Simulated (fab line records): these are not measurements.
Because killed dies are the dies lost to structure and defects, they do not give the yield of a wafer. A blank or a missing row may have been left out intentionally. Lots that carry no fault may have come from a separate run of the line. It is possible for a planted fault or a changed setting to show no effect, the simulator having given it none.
fab line records ; flow gf180mcu ; part 1 of 2: steps 1 to 29 of 41
record: lots: 5; wafers: 15; last_day: 34
route steps=602 shown V1@340 M2@362
lots that met no fault: taken from a fault-free run of the same line
start_h: the number of hours between the record's first day and the start of the first shown wafer of the lot ; wait_h: time in hours since the lot's previous step ; " repeats the value in the row above ; L1.1+2: a single row standing in for several wafers ; - value missing, or start not given ; * or withheld: withheld ; < > ~ a bound
route shown NAME@n: NAME is a module with steps in the file, n the number in the route of the first one ; usual: the fault-free wafers' mean and standard deviation ; same: alike in all rows ; chamber/n: place in a boat ; sites: readings site by site ; _std_site: their standard deviation ; _edge_site: mean of outer sites minus mean of inner sites ; radius_mm: how far each site lies from the wafer's centre ; mask NAME#n: copy n ; behind: the tool/chamber that last shaped the wafer ; hold: why the lot went on hold/how many hours it stayed there/how the hold came to an end ; device: which transistor (n, p or np) failed to switch ; end of line: the tests these same wafers got at the end of their route ; a step with no rows: only its recipe ; killed: not the wafer's yield, but the dies lost to structure and defects at the first sort ; map: a wafer's dies, marking killed ones x, the rest . and places with no die _
set.NAME: the setting that was run; set.NAME@STEP: the one run at that earlier step ; model.NAME: the simulator's own value behind a step, which no gauge read
certain route steps with their lots: each step a table, each wafer a row
services: from which hour (start_h, from the record's first day; less than 0 if before it) a tool's chamber was out of use, for how many hours, and why
== steps ==
step: GF_V1_BOW_MEAS_05
recipe: mode: bow
usual: V1_BOW: 83/7.3
lot.wafer;tool;chamber;start_h;wait_h;V1_BOW[um]
L081.1;film_metro-04;-;453.38;0.2;84
L081.5;film_metro-04;-;453.38;0.2;77
L081.6;film_metro-04;-;453.38;0.2;86
L086.1;film_metro-01;-;498.13;0.2;77
L086.3;film_metro-01;-;498.13;0.2;71
L086.6;film_metro-01;-;498.13;0.2;78
L091.4;film_metro-03;-;536.18;0.3;84
L091.5;film_metro-03;-;536.18;0.3;56
L091.6;film_metro-03;-;536.18;0.3;70
L093.1;film_metro-03;-;551.08;0.1;93
L093.4;film_metro-03;-;551.08;0.1;90
L093.5;film_metro-03;-;551.08;0.1;92
L096.3;film_metro-03;-;576.37;0.2;85
L096.5;film_metro-03;-;576.37;0.2;95
L096.6;film_metro-03;-;576.37;0.2;80
step: GF_V1_DEHYDRATE_06
recipe: temp_c: 200; time_s: 60
lot.wafer;tool;chamber;start_h;wait_h
L081.1+5+6;litho_track-01;0;464.60;11.2
L086.1+3+6;litho_track-04;0;509.14;11.0
L091.4+5+6;litho_track-04;0;547.57;11.4
L093.1+4+5;litho_track-03;0;561.70;10.6
L096.3+5+6;litho_track-03;0;585.89;9.5
step: GF_V1_HMDS_07
recipe: prime_time_s: 60; prime_temp_c: 120
lot.wafer;tool;chamber;start_h;wait_h
L081.1+5+6;litho_track-01;0;464.75;0.1
L086.1+3+6;litho_track-04;0;509.29;0.1
L091.4+5+6;litho_track-04;0;547.72;0.1
L093.1+4+5;litho_track-03;0;561.85;0.1
L096.3+5+6;litho_track-03;0;586.04;0.1
step: GF_V1_COAT_08
recipe: resist: BARC; temp_c: withheld; time_s: withheld; spin_rpm: withheld; resist_thk_nm: withheld
lot.wafer;tool;chamber;start_h;wait_h
L081.1+5+6;litho_track-01;0;464.90;0.1
L086.1+3+6;litho_track-04;0;509.44;0.1
L091.4+5+6;litho_track-04;0;547.87;0.1
L093.1+4+5;litho_track-03;0;562.00;0.1
L096.3+5+6;litho_track-03;0;586.19;0.1
step: GF_V1_COAT_09
recipe: resist: KrF; spin_rpm: withheld; resist_thk_nm: 1000
lot.wafer;tool;chamber;start_h;wait_h
L081.1+5+6;litho_track-01;0;-;-
L086.1+3+6;litho_track-04;0;-;-
L091.4+5+6;litho_track-04;0;-;-
L093.1+4+5;litho_track-03;0;-;-
L096.3+5+6;litho_track-03;0;-;-
step: GF_V1_SOFTBAKE_10
recipe: temp_c: 130; time_s: 60; resist: KrF
lot.wafer;tool;chamber;start_h;wait_h
L081.1+5+6;litho_track-01;0;-;-
L086.1+3+6;litho_track-04;0;-;-
L091.4+5+6;litho_track-04;0;-;-
L093.1+4+5;litho_track-03;0;-;-
L096.3+5+6;litho_track-03;0;-;-
step: GF_V1_EXPOSE_11
recipe: mask_id: Via1; target_cd_nm: 260; na: 0.68; source_shape: conventional; sigma_outer: 0.6; dose_mj: 38
lot.wafer;tool;chamber;start_h;wait_h;mask
L081.1+5+6;krf_scanner-02;0;-;-;Via1#0
L086.1+3+6;krf_scanner-02;0;-;-;Via1#0
L091.4+5+6;krf_scanner-02;0;-;-;Via1#0
L093.1+4+5;krf_scanner-02;0;-;-;Via1#0
L096.3+5+6;krf_scanner-01;0;-;-;Via1#0
step: GF_V1_PEB_12
recipe: peb_temp_c: 135; peb_time_s: 92.08; resist: KrF
usual: plate_sensor_t_centre_C: 136.13/0.0098; plate_sensor_t_edge_C: 136.29/0.0098
lot.wafer;tool;chamber;start_h;wait_h;plate_sensor_t_centre_C;plate_sensor_t_edge_C
L081.1;litho_track-04;0;-;-;136.14;136.29
L081.5;litho_track-04;0;-;-;136.14;136.28
L081.6;litho_track-04;0;-;-;136.12;136.31
L086.1;litho_track-04;0;-;-;136.13;136.28
L086.3;litho_track-04;0;-;-;136.13;136.29
L086.6;litho_track-04;0;-;-;136.13;136.3
L091.4;litho_track-04;0;-;-;136.15;136.29
L091.5;litho_track-04;0;-;-;136.12;136.29
L091.6;litho_track-04;0;-;-;136.13;136.29
L093.1;litho_track-01;0;-;-;136.13;136.3
L093.4;litho_track-01;0;-;-;136.12;136.31
L093.5;litho_track-01;0;-;-;136.12;136.29
L096.3;litho_track-03;0;-;-;136.13;136.28
L096.5;litho_track-03;0;-;-;136.14;136.29
L096.6;litho_track-03;0;-;-;136.13;136.31
step: GF_V1_DEVELOP_13
recipe: develop_time_s: 60; resist: KrF; dev_temp_c: 21
lot.wafer;tool;chamber;start_h;wait_h
L081.1+5+6;litho_track-04;0;477.64;0.2
L086.1+3+6;litho_track-04;0;520.34;0.2
L091.4+5+6;litho_track-04;0;558.97;0.1
L093.1+4+5;litho_track-01;0;573.70;0.2
L096.3+5+6;litho_track-03;0;596.89;0.1
step: GF_V1_CD_MEAS_14
recipe: target_cd_nm: 260
usual: cd_nm: 260.4/1.1
lot.wafer;tool;chamber;start_h;wait_h;cd_nm
L081.1;cd_sem-01;-;477.79;0.1;259.3
L081.5;cd_sem-01;-;477.79;0.1;258.8
L081.6;cd_sem-01;-;477.79;0.1;259.5
L086.1;cd_sem-02;-;520.49;0.1;260.9
L086.3;cd_sem-02;-;520.49;0.1;260.2
L086.6;cd_sem-02;-;520.49;0.1;260.0
L091.4;cd_sem-01;-;559.10;0.1;262.1
L091.5;cd_sem-01;-;559.10;0.1;262.3
L091.6;cd_sem-01;-;559.10;0.1;262.1
L093.1;cd_sem-01;-;573.85;0.1;259.7
L093.4;cd_sem-01;-;573.85;0.1;258.5
L093.5;cd_sem-01;-;573.85;0.1;260.0
L096.3;cd_sem-01;-;597.03;0.1;259.9
L096.5;cd_sem-01;-;597.03;0.1;259.9
L096.6;cd_sem-01;-;597.03;0.1;260.0
step: GF_V1_OVL_MEAS_15
usual: V1_OVL: 3/6.1
lot.wafer;tool;chamber;start_h;wait_h;V1_OVL[nm]
L081.1;overlay-01;-;477.91;0.1;-1
L081.5;overlay-01;-;477.91;0.1;0
L081.6;overlay-01;-;477.91;0.1;-1
L086.1;overlay-02;-;520.61;0.1;1
L086.3;overlay-02;-;520.61;0.1;0
L086.6;overlay-02;-;520.61;0.1;1
L091.4;overlay-01;-;559.18;0.1;-16
L091.5;overlay-01;-;559.18;0.1;-13
L091.6;overlay-01;-;559.18;0.1;-15
L093.1;overlay-01;-;573.97;0.1;-2
L093.4;overlay-01;-;573.97;0.1;2
L093.5;overlay-01;-;573.97;0.1;1
L096.3;overlay-02;-;597.13;0.1;10
L096.5;overlay-02;-;597.13;0.1;5
L096.6;overlay-02;-;597.13;0.1;8
step: GF_V1_ETCH_16
recipe: chemistry: N2/H2; target_depth_a: withheld; overetch_a: withheld; time_s: withheld; target: BARC; ion_energy_ev: 200; source_w: 500; bias_w: 100; pressure_mtorr: 30; n2_flow_sccm: 100; h2_flow_sccm: 200
usual: drypump_motor_current_A: 5.9/0.41; oes_product_au: 0.855/0.0046; throttle_valve_pct: 13.225/0.0093
lot.wafer;tool;chamber;start_h;wait_h;drypump_motor_current_A;oes_product_au;throttle_valve_pct
L081.1;rie_diel-04;3;477.95;0.0;5.7;0.853;13.231
L081.5;rie_diel-04;0;477.95;0.0;6.7;0.853;13.229
L081.6;rie_diel-04;3;477.95;0.0;5.7;0.857;13.225
L086.1;rie_diel-04;3;520.65;0.0;5.8;0.852;13.209
L086.3;rie_diel-04;0;520.65;0.0;6.7;0.855;13.224
L086.6;rie_diel-04;3;520.65;0.0;5.8;0.853;13.227
L091.4;rie_diel-02;0;559.20;0.0;6.1;0.861;13.221
L091.5;rie_diel-02;1;559.20;0.0;5.3;0.864;13.229
L091.6;rie_diel-02;2;559.20;0.0;5.9;0.852;13.239
L093.1;rie_diel-02;2;574.00;0.0;5.9;0.853;13.230
L093.4;rie_diel-02;0;574.00;0.0;6.2;0.853;13.219
L093.5;rie_diel-02;0;574.00;0.0;6.2;0.853;13.224
L096.3;rie_diel-01;2;597.15;0.0;5.4;0.852;13.225
L096.5;rie_diel-01;3;597.15;0.0;5.8;0.860;13.241
L096.6;rie_diel-01;0;597.15;0.0;6.3;0.853;13.235
step: GF_V1_ETCH_17
recipe: chemistry: C4F8/O2/Ar; mask_material: KrF; target: SiO2; stop_on: TiN; source_w: 1500; bias_w: 1200; pressure_mtorr: 40; c4f8_flow_sccm: withheld; O2_flow_sccm: 6; Ar_flow_sccm: 300; time_s: withheld; target_depth_a: 6300
usual: oes_product_au: 0.855/0.0045
lot.wafer;tool;chamber;start_h;wait_h;oes_product_au
L081.1;rie_diel-04;3;-;-;0.859
L081.5;rie_diel-04;0;-;-;0.852
L081.6;rie_diel-04;3;-;-;0.846
L086.1;rie_diel-04;3;-;-;0.859
L086.3;rie_diel-04;0;-;-;0.848
L086.6;rie_diel-04;3;-;-;0.858
L091.4;rie_diel-02;0;-;-;0.853
L091.5;rie_diel-02;1;-;-;0.856
L091.6;rie_diel-02;2;-;-;0.855
L093.1;rie_diel-02;2;-;-;0.853
L093.4;rie_diel-02;0;-;-;0.852
L093.5;rie_diel-02;0;-;-;0.856
L096.3;rie_diel-01;2;-;-;0.855
L096.5;rie_diel-01;3;-;-;0.849
L096.6;rie_diel-01;0;-;-;0.859
step: GF_V1_STRIP_18
recipe: chemistry: O2/N2; power_w: 1400; pressure_mtorr: 1500; platen_temp_c: 250; o2_flow_sccm: 3000; n2_flow_sccm: 300; overash_fraction: 0.5
usual: drypump_motor_current_A: 5.5/0.33; heater_power_w: 319/15; oes_product_au: 0.593/0.0051
same: overash_fraction: 0.5
lot.wafer;tool;chamber;start_h;wait_h;drypump_motor_current_A;heater_power_w;oes_product_au;rf_hours_counter_h
L081.1;plasma_asher-02;0;478.08;-;6.0;324;0.592;5
L081.5;plasma_asher-02;0;478.08;-;6.0;334;0.590;-
L081.6;plasma_asher-02;1;478.08;-;4.8;319;0.591;-
L086.1;plasma_asher-01;1;520.78;-;5.6;321;0.598;75
L086.3;plasma_asher-01;1;520.78;-;5.6;322;0.591;-
L086.6;plasma_asher-01;1;520.78;-;5.6;318;0.595;-
L091.4;plasma_asher-01;1;559.36;-;5.6;319;0.591;-
L091.5;plasma_asher-01;0;559.36;-;5.4;332;0.587;-
L091.6;plasma_asher-01;1;559.36;-;5.6;323;0.601;-
L093.1;plasma_asher-02;1;574.13;-;4.8;313;0.604;15
L093.4;plasma_asher-02;1;574.13;-;4.8;324;0.597;-
L093.5;plasma_asher-02;0;574.13;-;6.0;330;0.592;-
L096.3;plasma_asher-03;0;597.31;-;5.7;317;0.598;-
L096.5;plasma_asher-03;1;597.31;-;5.6;279;0.600;-
L096.6;plasma_asher-03;0;597.31;-;5.7;309;0.601;-
step: GF_V1_STRIP_19
recipe: chemistry: post_etch_residue_remover; time_s: 1200; temp_c: 72.5
lot.wafer;tool;chamber;start_h;wait_h
L081.1+5+6;wet_bench-01;2;478.18;0.1
L086.1+3+6;wet_bench-03;0;520.88;0.1
L091.4+5+6;wet_bench-03;3;559.43;0.0
L093.1+4+5;wet_bench-01;1;574.23;0.1
L096.3+5+6;wet_bench-01;2;597.38;0.0
step: GF_V1_CLEAN_20
recipe: chemistry: DIW; dry: n2_spin
lot.wafer;tool;chamber;start_h;wait_h
L081.1+5+6;wet_bench-02;2;478.52;0.0
L086.1+3+6;wet_bench-02;2;521.22;0.0
L091.4+5+6;wet_bench-01;3;559.77;0.0
L093.1+4+5;wet_bench-03;1;574.57;0.0
L096.3+5+6;wet_bench-03;1;597.72;0.0
step: GF_V1_SPUTTER_21
recipe: material: Ti; target_thk_nm: 15; chamber_pressure_pa: 5; power_w: 2500; substrate_temp_c: 200; time_s: 80.02
usual: throttle_valve_pct: 29.8/1.2
lot.wafer;tool;chamber;start_h;wait_h;throttle_valve_pct
L081.1;pvd_sputter-04;-;478.61;0.0;31.7
L081.5;pvd_sputter-04;-;478.61;0.0;31.5
L081.6;pvd_sputter-04;-;478.61;0.0;32.0
L086.1;pvd_sputter-04;-;521.32;0.0;32.2
L086.3;pvd_sputter-04;-;521.32;0.0;31.6
L086.6;pvd_sputter-04;-;521.32;0.0;32.3
L091.4;pvd_sputter-04;-;559.86;0.0;32.0
L091.5;pvd_sputter-04;-;559.86;0.0;32.1
L091.6;pvd_sputter-04;-;559.86;0.0;31.4
L093.1;pvd_sputter-02;-;574.67;0.0;29.8
L093.4;pvd_sputter-02;-;574.67;0.0;30.2
L093.5;pvd_sputter-02;-;574.67;0.0;30.5
L096.3;pvd_sputter-02;-;597.82;0.0;28.5
L096.5;pvd_sputter-02;-;597.82;0.0;28.6
L096.6;pvd_sputter-02;-;597.82;0.0;30.6
step: GF_V1_SPUTTER_22
recipe: material: TiN; target_thk_nm: 10; chamber_pressure_pa: 5; power_w: 4000; time_s: 40
usual: throttle_valve_pct: 29.7/1.2
lot.wafer;tool;chamber;start_h;wait_h;throttle_valve_pct
L081.1;pvd_sputter-04;-;478.67;0.0;31.4
L081.5;pvd_sputter-04;-;478.67;0.0;31.2
L081.6;pvd_sputter-04;-;478.67;0.0;32.1
L086.1;pvd_sputter-04;-;521.38;0.0;32.1
L086.3;pvd_sputter-04;-;521.38;0.0;31.6
L086.6;pvd_sputter-04;-;521.38;0.0;32.2
L091.4;pvd_sputter-04;-;559.92;0.0;31.8
L091.5;pvd_sputter-04;-;559.92;0.0;31.9
L091.6;pvd_sputter-04;-;559.92;0.0;31.4
L093.1;pvd_sputter-02;-;574.73;0.0;29.7
L093.4;pvd_sputter-02;-;574.73;0.0;30.3
L093.5;pvd_sputter-02;-;574.73;0.0;30.3
L096.3;pvd_sputter-02;-;597.88;0.0;28.8
L096.5;pvd_sputter-02;-;597.88;0.0;28.8
L096.6;pvd_sputter-02;-;597.88;0.0;30.3
step: GF_V1_CVD_23
recipe: material: W; target_thk_nm: 350; time_s: 105.05; temp_c: 400; pressure_torr: 40
usual: chamber_pressure_Torr: 40.01/0.079; heater_power_w: 868/50
lot.wafer;tool;chamber;start_h;wait_h;chamber_pressure_Torr;heater_power_w
L081.1;cvd_w-01;1;478.71;0.0;40.04;943
L081.5;cvd_w-01;0;478.71;0.0;40.11;832
L081.6;cvd_w-01;1;478.71;0.0;40.05;957
L086.1;cvd_w-01;1;521.42;0.0;39.95;950
L086.3;cvd_w-01;1;521.42;0.0;40.03;938
L086.6;cvd_w-01;0;521.42;0.0;39.95;833
L091.4;cvd_w-01;1;560.00;0.1;40.06;938
L091.5;cvd_w-01;1;560.00;0.1;40.07;931
L091.6;cvd_w-01;0;560.00;0.1;39.95;815
L093.1;cvd_w-01;1;574.77;0.0;39.94;943
L093.4;cvd_w-01;0;574.77;0.0;39.96;831
L093.5;cvd_w-01;0;574.77;0.0;40.00;826
L096.3;cvd_w-02;0;597.96;0.1;39.95;879
L096.5;cvd_w-02;0;597.96;0.1;39.85;885
L096.6;cvd_w-02;1;597.96;0.1;39.97;828
step: GF_V1_RS_MEAS_24
recipe: thk_meas_gauge: four-point-probe; reads: W_of_V1_CVD_23+TiN_of_V1_SPUTTER_22+Ti_of_V1_SPUTTER_21
usual: V1_W_RS: 0.325/0.0047
lot.wafer;tool;chamber;start_h;wait_h;V1_W_RS[ohm/sq]
L081.1;film_metro-03;-;478.82;0.1;0.324
L081.5;film_metro-03;-;478.82;0.1;0.315
L081.6;film_metro-03;-;478.82;0.1;0.324
L086.1;film_metro-04;-;521.53;0.1;0.327
L086.3;film_metro-04;-;521.53;0.1;0.326
L086.6;film_metro-04;-;521.53;0.1;0.319
L091.4;film_metro-01;-;560.13;0.1;0.329
L091.5;film_metro-01;-;560.13;0.1;0.331
L091.6;film_metro-01;-;560.13;0.1;0.315
L093.1;film_metro-04;-;574.88;0.1;0.326
L093.4;film_metro-04;-;574.88;0.1;0.317
L093.5;film_metro-04;-;574.88;0.1;0.313
L096.3;film_metro-03;-;598.07;0.1;0.322
L096.5;film_metro-03;-;598.07;0.1;0.324
L096.6;film_metro-03;-;598.07;0.1;0.325
step: GF_V1_THK_MEAS_25
recipe: thk_meas_gauge: xrf; reads: W_of_V1_CVD_23
usual: V1_W_THK: 351/6
lot.wafer;tool;chamber;start_h;wait_h;V1_W_THK[nm]
L081.1;film_metro-03;-;478.94;0.1;354
L081.5;film_metro-03;-;478.94;0.1;363
L081.6;film_metro-03;-;478.94;0.1;348
L086.1;film_metro-04;-;521.65;0.1;353
L086.3;film_metro-04;-;521.65;0.1;356
L086.6;film_metro-04;-;521.65;0.1;361
L091.4;film_metro-01;-;560.22;0.1;350
L091.5;film_metro-01;-;560.22;0.1;347
L091.6;film_metro-01;-;560.22;0.1;365
L093.1;film_metro-04;-;575.00;0.1;349
L093.4;film_metro-04;-;575.00;0.1;357
L093.5;film_metro-04;-;575.00;0.1;363
L096.3;film_metro-03;-;598.17;0.1;350
L096.5;film_metro-03;-;598.17;0.1;346
L096.6;film_metro-03;-;598.17;0.1;349
step: GF_V1_CMP_26
recipe: stop_on: SiO2; down_force_psi: 3.5; platen_rpm: 60; t_overpolish_s: 15; target_thk_nm: 0; pad_velocity_m_s: 0.94248
usual: motor_current_A: 11.2/1.8; overpolish_run_s: 14.999/0.0086; time_to_endpoint_s: 84/4
lot.wafer;tool;chamber;start_h;wait_h;motor_current_A;overpolish_run_s;time_to_endpoint_s
L081.1;cmp-02;2;479.10;0.1;11.0;14.992;87
L081.6;cmp-02;0;479.10;0.1;12.3;15.003;83
L081.5;cmp-02;1;479.10;0.1;15.0;14.991;89
L086.1;cmp-02;2;521.76;0.1;12.3;15.004;84
L086.3;cmp-02;3;521.76;0.1;9.4;15.005;85
L086.6;cmp-02;1;521.76;0.1;14.2;15.000;85
L091.4;cmp-02;1;560.40;0.2;15.5;14.980;80
L091.6;cmp-02;2;560.40;0.2;11.8;14.991;86
L091.5;cmp-02;3;560.40;0.2;9.3;14.995;79
L093.4;cmp-01;2;575.06;0.0;12.0;14.992;90
L093.1;cmp-01;0;575.06;0.0;8.9;14.986;91
L093.5;cmp-01;2;575.06;0.0;11.6;14.999;93
L096.3;cmp-02;3;598.52;0.3;9.5;14.999;84
L096.5;cmp-02;3;598.52;0.3;9.8;14.997;80
L096.6;cmp-02;0;598.52;0.3;11.8;15.008;76
step: GF_M2_SPUTTER_00
recipe: material: Ti; target_thk_nm: 37.5; arriving_ion_energy_ev: 80; substrate_temp_c: 200; chamber_pressure_pa: 2; power_w: 4000; time_s: 150
usual: throttle_valve_pct: 30.3/1.6
lot.wafer;tool;chamber;start_h;wait_h;throttle_valve_pct
L081.1;pvd_sputter-03;-;479.30;0.1;30.4
L081.5;pvd_sputter-03;-;479.30;0.1;30.7
L081.6;pvd_sputter-03;-;479.30;0.1;28.8
L086.1;pvd_sputter-03;-;522.01;0.2;30.9
L086.3;pvd_sputter-03;-;522.01;0.2;33.2
L086.6;pvd_sputter-03;-;522.01;0.2;28.8
L091.4;pvd_sputter-02;-;560.55;0.1;29.6
L091.5;pvd_sputter-02;-;560.55;0.1;30.6
L091.6;pvd_sputter-02;-;560.55;0.1;27.7
L093.1;pvd_sputter-02;-;575.36;0.1;28.0
L093.4;pvd_sputter-02;-;575.36;0.1;28.9
L093.5;pvd_sputter-02;-;575.36;0.1;30.4
L096.3;pvd_sputter-02;-;598.84;0.3;28.2
L096.5;pvd_sputter-02;-;598.84;0.3;30.3
L096.6;pvd_sputter-02;-;598.84;0.3;28.4
step: GF_M2_SPUTTER_01
recipe: material: TiN; target_thk_nm: 30; power_w: 6500; time_s: 25; chamber_pressure_pa: 0.4
usual: throttle_valve_pct: 30.3/1.6
lot.wafer;tool;chamber;start_h;wait_h;throttle_valve_pct
L081.1;pvd_sputter-03;-;479.40;0.1;30.7
L081.5;pvd_sputter-03;-;479.40;0.1;31.0
L081.6;pvd_sputter-03;-;479.40;0.1;28.9
L086.1;pvd_sputter-03;-;522.11;0.1;30.8
L086.3;pvd_sputter-03;-;522.11;0.1;33.0
L086.6;pvd_sputter-03;-;522.11;0.1;28.8
L091.4;pvd_sputter-02;-;560.65;0.1;29.7
L091.5;pvd_sputter-02;-;560.65;0.1;30.4
L091.6;pvd_sputter-02;-;560.65;0.1;27.8
L093.1;pvd_sputter-02;-;575.46;0.1;28.1
L093.4;pvd_sputter-02;-;575.46;0.1;28.8
L093.5;pvd_sputter-02;-;575.46;0.1;30.3
L096.3;pvd_sputter-02;-;598.94;0.1;27.7
L096.5;pvd_sputter-02;-;598.94;0.1;30.7
L096.6;pvd_sputter-02;-;598.94;0.1;28.7
step: GF_M2_SPUTTER_02
recipe: material: AlCu; target_thk_nm: 450; power_w: 10600; time_s: 23.9; chamber_pressure_pa: 0.4
usual: throttle_valve_pct: 30.3/1.6
lot.wafer;tool;chamber;start_h;wait_h;throttle_valve_pct
L081.1;pvd_sputter-03;-;479.43;0.0;30.5
L081.5;pvd_sputter-03;-;479.43;0.0;30.9
L081.6;pvd_sputter-03;-;479.43;0.0;28.9
L086.1;pvd_sputter-03;-;522.14;0.0;30.8
L086.3;pvd_sputter-03;-;522.14;0.0;32.9
L086.6;pvd_sputter-03;-;522.14;0.0;28.7
L091.4;pvd_sputter-02;-;560.68;0.0;29.9
L091.5;pvd_sputter-02;-;560.68;0.0;30.4
L091.6;pvd_sputter-02;-;560.68;0.0;28.2
L093.1;pvd_sputter-02;-;575.49;0.0;28.0
L093.4;pvd_sputter-02;-;575.49;0.0;28.7
L093.5;pvd_sputter-02;-;575.49;0.0;30.5
L096.3;pvd_sputter-02;-;598.97;0.0;27.7
L096.5;pvd_sputter-02;-;598.97;0.0;30.4
L096.6;pvd_sputter-02;-;598.97;0.0;28.7
step: GF_M2_SPUTTER_03
recipe: material: Ti; target_thk_nm: 10; substrate_temp_c: 300; chamber_pressure_pa: 0.3; power_w: 3000; time_s: 6.7
usual: throttle_valve_pct: 30.3/1.6
lot.wafer;tool;chamber;start_h;wait_h;throttle_valve_pct
L081.1;pvd_sputter-03;-;479.46;0.0;30.4
L081.5;pvd_sputter-03;-;479.46;0.0;31.1
L081.6;pvd_sputter-03;-;479.46;0.0;28.7
L086.1;pvd_sputter-03;-;522.17;0.0;30.7
L086.3;pvd_sputter-03;-;522.17;0.0;33.1
L086.6;pvd_sputter-03;-;522.17;0.0;28.7
L091.4;pvd_sputter-02;-;560.71;0.0;29.8
L091.5;pvd_sputter-02;-;560.71;0.0;30.4
L091.6;pvd_sputter-02;-;560.71;0.0;28.0
L093.1;pvd_sputter-02;-;575.52;0.0;27.9
L093.4;pvd_sputter-02;-;575.52;0.0;28.7
L093.5;pvd_sputter-02;-;575.52;0.0;30.4
L096.3;pvd_sputter-02;-;599.00;0.0;28.1
L096.5;pvd_sputter-02;-;599.00;0.0;30.6
L096.6;pvd_sputter-02;-;599.00;0.0;28.6
step: GF_M2_SPUTTER_04
recipe: material: TiN; target_thk_nm: 50; power_w: 6500; time_s: 41.7; chamber_pressure_pa: 0.4
usual: throttle_valve_pct: 30.3/1.6
lot.wafer;tool;chamber;start_h;wait_h;throttle_valve_pct
L081.1;pvd_sputter-03;-;479.48;0.0;30.7
L081.5;pvd_sputter-03;-;479.48;0.0;31.0
L081.6;pvd_sputter-03;-;479.48;0.0;28.8
L086.1;pvd_sputter-03;-;522.19;0.0;30.8
L086.3;pvd_sputter-03;-;522.19;0.0;33.4
L086.6;pvd_sputter-03;-;522.19;0.0;28.5
L091.4;pvd_sputter-02;-;560.73;0.0;29.6
L091.5;pvd_sputter-02;-;560.73;0.0;30.3
L091.6;pvd_sputter-02;-;560.73;0.0;27.8
L093.1;pvd_sputter-02;-;575.54;0.0;27.8
L093.4;pvd_sputter-02;-;575.54;0.0;28.5
L093.5;pvd_sputter-02;-;575.54;0.0;30.6
L096.3;pvd_sputter-02;-;599.02;0.0;28.0
L096.5;pvd_sputter-02;-;599.02;0.0;30.4
L096.6;pvd_sputter-02;-;599.02;0.0;28.6
step: GF_M2_RS_MEAS_05
recipe: thk_meas_gauge: four-point-probe; reads: TiN_of_M2_SPUTTER_04+Ti_of_M2_SPUTTER_03+AlCu_of_M2_SPUTTER_02+TiN_of_M2_SPUTTER_01+Ti_of_M2_SPUTTER_00
usual: M2_ALCU_RS: 0.0698/0.00087
lot.wafer;tool;chamber;start_h;wait_h;M2_ALCU_RS[ohm/sq]
L081.1;film_metro-03;-;479.52;0.0;0.0706
L081.5;film_metro-03;-;479.52;0.0;0.0700
L081.6;film_metro-03;-;479.52;0.0;0.0696
L086.1;film_metro-01;-;522.23;0.0;0.0698
L086.3;film_metro-01;-;522.23;0.0;0.0691
L086.6;film_metro-01;-;522.23;0.0;0.0696
L091.4;film_metro-02;-;560.83;0.1;0.0696
L091.5;film_metro-02;-;560.83;0.1;0.0691
L091.6;film_metro-02;-;560.83;0.1;0.0674
L093.1;film_metro-03;-;575.58;0.0;0.0681
L093.4;film_metro-03;-;575.58;0.0;0.0684
L093.5;film_metro-03;-;575.58;0.0;0.0689
L096.3;film_metro-01;-;599.10;0.1;0.0689
L096.5;film_metro-01;-;599.10;0.1;0.0690
L096.6;film_metro-01;-;599.10;0.1;0.0694
step: GF_M2_THK_MEAS_06
recipe: thk_meas_gauge: xrf; reads: AlCu_of_M2_SPUTTER_02
usual: M2_ALCU_THK: 436/5.8
lot.wafer;tool;chamber;start_h;wait_h;M2_ALCU_THK[nm]
L081.1;film_metro-03;-;479.64;0.1;431
L081.5;film_metro-03;-;479.64;0.1;436
L081.6;film_metro-03;-;479.64;0.1;437
L086.1;film_metro-01;-;522.35;0.1;438
L086.3;film_metro-01;-;522.35;0.1;441
L086.6;film_metro-01;-;522.35;0.1;437
L091.4;film_metro-02;-;560.92;0.1;439
L091.5;film_metro-02;-;560.92;0.1;440
L091.6;film_metro-02;-;560.92;0.1;450
L093.1;film_metro-03;-;575.70;0.1;448
L093.4;film_metro-03;-;575.70;0.1;445
L093.5;film_metro-03;-;575.70;0.1;441
L096.3;film_metro-01;-;599.20;0.1;442
L096.5;film_metro-01;-;599.20;0.1;439
L096.6;film_metro-01;-;599.20;0.1;439
